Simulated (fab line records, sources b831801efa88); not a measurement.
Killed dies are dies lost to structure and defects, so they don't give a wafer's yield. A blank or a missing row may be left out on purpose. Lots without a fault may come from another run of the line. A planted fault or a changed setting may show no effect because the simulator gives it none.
Which tool did it? | flow gf180mcu | 15 lots, 45 wafers sampled, at 4 steps of a route of 602

WHAT THE GAUGES READ, wafer by wafer
GF_SAB_CD_MEAS_09: target cd 420 nm.
lot  | measured     | on        | cd_nm (nm)
L507 | day 16 04:45 | cd_sem-02 | 419.6 420.6 418.2
L509 | day 16 22:11 | cd_sem-02 | 421.0 420.2 418.2
L511 | day 17 18:47 | cd_sem-02 | 422.1 422.5 423.3
L512 | day 18 00:13 | cd_sem-01 | 424.8 422.4 421.3
L513 | day 18 06:16 | cd_sem-01 | 418.7 420.5 419.7
L514 | day 18 20:13 | cd_sem-01 | 420.2 421.5 420.4
L516 | day 19 06:15 | cd_sem-02 | 417.3 415.2 415.5
L517 | day 20 00:17 | cd_sem-02 | 419.3 420.3 415.2
L518 | day 20 05:32 | cd_sem-01 | 419.3 418.5 419.8
L519 | day 20 13:42 | cd_sem-02 | 422.0 423.9 421.7
L520 | day 20 22:31 | cd_sem-01 | 424.7 424.8 422.0
L523 | day 21 22:47 | cd_sem-01 | 421.3 420.2 420.9
L527 | day 23 03:20 | cd_sem-02 | 421.1 420.3 420.4
L528 | day 23 10:44 | cd_sem-01 | 417.2 418.0 418.5
L529 | day 23 19:15 | cd_sem-02 | 421.0 421.2 420.5

GF_CONTACT_CD_MEAS_14: target cd 220 nm.
lot  | measured     | on        | cd_nm (nm)
L507 | day 17 05:50 | cd_sem-02 | 220.6 220.8 224.0
L509 | day 17 23:51 | cd_sem-02 | 218.3 218.9 218.1
L511 | day 18 21:17 | cd_sem-02 | 218.4 217.9 217.5
L512 | day 19 02:23 | cd_sem-01 | 219.8 220.1 220.4
L513 | day 19 09:40 | cd_sem-02 | 219.2 218.6 221.3
L514 | day 19 22:23 | cd_sem-02 | 223.5 222.0 225.4
L516 | day 20 07:52 | cd_sem-01 | 221.9 220.9 220.6
L517 | day 21 02:33 | cd_sem-02 | 221.3 221.6 222.0
L518 | day 21 08:32 | cd_sem-02 | 223.0 221.3 222.8
L519 | day 21 16:02 | cd_sem-02 | 219.3 219.5 218.6
L520 | day 22 00:13 | cd_sem-01 | 219.4 218.8 218.4
L523 | day 22 23:57 | cd_sem-02 | 220.3 219.4 221.6
L527 | day 24 03:59 | cd_sem-01 | 218.1 220.1 218.2
L528 | day 24 11:27 | cd_sem-01 | 219.6 220.0 219.2
L529 | day 24 20:23 | cd_sem-01 | 221.2 218.4 219.5

WHICH TOOL RAN EACH LOT (tool, then ch and the chambers of the sampled wafers, then the start)
lot  | GF_SALICIDE_SPUTTER_02       | GF_SALICIDE_RTA_08
L507 | pvd_sputter-01, day 16 05:14 | rtp_anneal-02 ch 0, day 16 05:40
L509 | pvd_sputter-04, day 16 22:39 | rtp_anneal-01 ch 0, day 16 23:05
L511 | pvd_sputter-02, day 17 19:18 | rtp_anneal-01 ch 0, day 17 19:44
L512 | pvd_sputter-01, day 18 00:43 | rtp_anneal-01 ch 0, day 18 01:09
L513 | pvd_sputter-02, day 18 06:46 | rtp_anneal-01 ch 0, day 18 07:13
L514 | pvd_sputter-04, day 18 20:43 | rtp_anneal-01 ch 0, day 18 21:08
L516 | pvd_sputter-02, day 19 06:41 | rtp_anneal-01 ch 0, day 19 07:10
L517 | pvd_sputter-04, day 20 00:49 | rtp_anneal-01 ch 0, day 20 01:14
L518 | pvd_sputter-02, day 20 06:00 | rtp_anneal-01 ch 0, day 20 06:27
L519 | pvd_sputter-01, day 20 14:13 | rtp_anneal-01 ch 0, day 20 14:38
L520 | pvd_sputter-04, day 20 23:00 | rtp_anneal-01 ch 0, day 20 23:26
L523 | pvd_sputter-04, day 21 23:17 | rtp_anneal-02 ch 0, day 21 23:43
L527 | pvd_sputter-01, day 23 03:50 | rtp_anneal-01 ch 0, day 23 04:16
L528 | pvd_sputter-04, day 23 11:14 | rtp_anneal-02 ch 0, day 23 11:40
L529 | pvd_sputter-01, day 23 19:45 | rtp_anneal-01 ch 0, day 23 20:12
- GF_SALICIDE_SPUTTER_02: material Co, target thk 10 nm, time 20 s.
- GF_SALICIDE_RTA_08: time 30 s.

WHAT THE TOOLS THEMSELVES READ (means of the sampled wafers that have a number; where no wafer has one, the mark that the record gives instead)
GF_SALICIDE_SPUTTER_02.
lot  | tool           | throttle_valve_pct (%)
L507 | pvd_sputter-01 | 29.6
L509 | pvd_sputter-04 | 29.4
L511 | pvd_sputter-02 | 29.7
L512 | pvd_sputter-01 | 30.2
L513 | pvd_sputter-02 | 29.4
L514 | pvd_sputter-04 | 29.5
L516 | pvd_sputter-02 | 29.8
L517 | pvd_sputter-04 | 30.2
L518 | pvd_sputter-02 | 29.6
L519 | pvd_sputter-01 | 30.0
L520 | pvd_sputter-04 | 30.1
L523 | pvd_sputter-04 | 30.4
L527 | pvd_sputter-01 | 30.2
L528 | pvd_sputter-04 | 30.2
L529 | pvd_sputter-01 | 29.3

GF_SALICIDE_RTA_08.
lot  | tool          | lamp_power_pct (%) | wafer_temp_C_max
L507 | rtp_anneal-02 | 18.7               | 804.6
L509 | rtp_anneal-01 | 16.6               | 804.1
L511 | rtp_anneal-01 | 16.6               | 804.7
L512 | rtp_anneal-01 | 16.6               | 804.9
L513 | rtp_anneal-01 | 16.6               | 805.2
L514 | rtp_anneal-01 | 16.6               | 803.5
L516 | rtp_anneal-01 | 16.6               | 805.0
L517 | rtp_anneal-01 | 11.3               | 682.8
L518 | rtp_anneal-01 | 11.3               | 683.6
L519 | rtp_anneal-01 | 11.3               | 682.2
L520 | rtp_anneal-01 | 11.3               | 683.8
L523 | rtp_anneal-02 | 18.8               | 804.2
L527 | rtp_anneal-01 | 16.6               | 804.5
L528 | rtp_anneal-02 | 18.8               | 805.1
L529 | rtp_anneal-01 | 16.6               | 805.4

THE ANSWER, worked out from the rows above alone
Rule: what is usual is taken from the lots themselves. Put in order of their means at a reading, lots are off if they are a third of the lots or fewer, leave a main group of 4 or more, and stand apart from it by a gap of 3 or more times the standard deviation of the main group's means; of several such gaps the widest counts. A main group whose means are all the same, to the digits that the tables above print for the reading, isn't used. A lot without any number at a reading at which 4 lots or more have one is off too. The other lots that the step has rows for count as sound. The gauges are gone through in route order, then the tools' own readings, and for those a lot's mean is taken as printed above. The first step at which some lot is off is used, and at that step the reading that is off furthest; a lot without a number counts as furthest.
Off: L517, L518, L519, L520, at GF_SALICIDE_RTA_08 (wafer_temp_C_max). The main group: mean 804.7, standard deviation 0.53.
A tool fits if, at that step or a process step before it, it ran every lot that is off, and no sound lot after the first of them. None of those tried fits.

WHAT THE SIMULATOR HAD PUT IN
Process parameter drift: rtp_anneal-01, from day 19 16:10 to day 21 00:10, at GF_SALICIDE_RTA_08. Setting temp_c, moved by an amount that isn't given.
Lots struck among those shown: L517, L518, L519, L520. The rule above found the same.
